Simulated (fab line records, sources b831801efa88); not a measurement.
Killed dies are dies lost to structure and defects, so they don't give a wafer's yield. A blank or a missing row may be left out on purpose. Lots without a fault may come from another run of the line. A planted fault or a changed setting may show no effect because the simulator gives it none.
Which tool did it? | flow gf180mcu | 7 lots, 21 wafers sampled, at 1 step of a route of 602

WHAT THE GAUGES READ, wafer by wafer
GF_HV_LDD_THK_MEAS_57.
lot  | measured     | on            | HV_LDD_CVD_56_THK (nm)
L146 | day 12 19:25 | film_metro-04 | 89.9 89.8 90.1
L148 | day 13 16:52 | film_metro-02 | 87.7 88.7 88.5
L152 | day 14 23:31 | film_metro-04 | 88.7 89.3 89.5
L159 | day 17 02:32 | film_metro-02 | 88.7 89.1 89.7
L161 | day 17 18:25 | film_metro-04 | 90.0 89.5 89.8
L164 | day 18 20:39 | film_metro-04 | 89.2 88.5 88.6
L167 | day 19 23:09 | film_metro-04 | 89.7 89.8 89.1

WHICH TOOL RAN EACH LOT (tool, then ch and the chambers of the sampled wafers, then the start)
The record holds no process step before these readings.

THE ANSWER, worked out from the rows above alone
Rule: what is usual is taken from the lots themselves. Put in order of their means at a reading, lots are off if they are a third of the lots or fewer, leave a main group of 4 or more, and stand apart from it by a gap of 3 or more times the standard deviation of the main group's means; of several such gaps the widest counts. A main group whose means are all the same, to the digits that the tables above print for the reading, isn't used. A lot without any number at a reading at which 4 lots or more have one is off too. The other lots that the step has rows for count as sound.
No lot is off at any reading shown: from this, nothing can be told.

WHAT THE SIMULATOR HAD PUT IN
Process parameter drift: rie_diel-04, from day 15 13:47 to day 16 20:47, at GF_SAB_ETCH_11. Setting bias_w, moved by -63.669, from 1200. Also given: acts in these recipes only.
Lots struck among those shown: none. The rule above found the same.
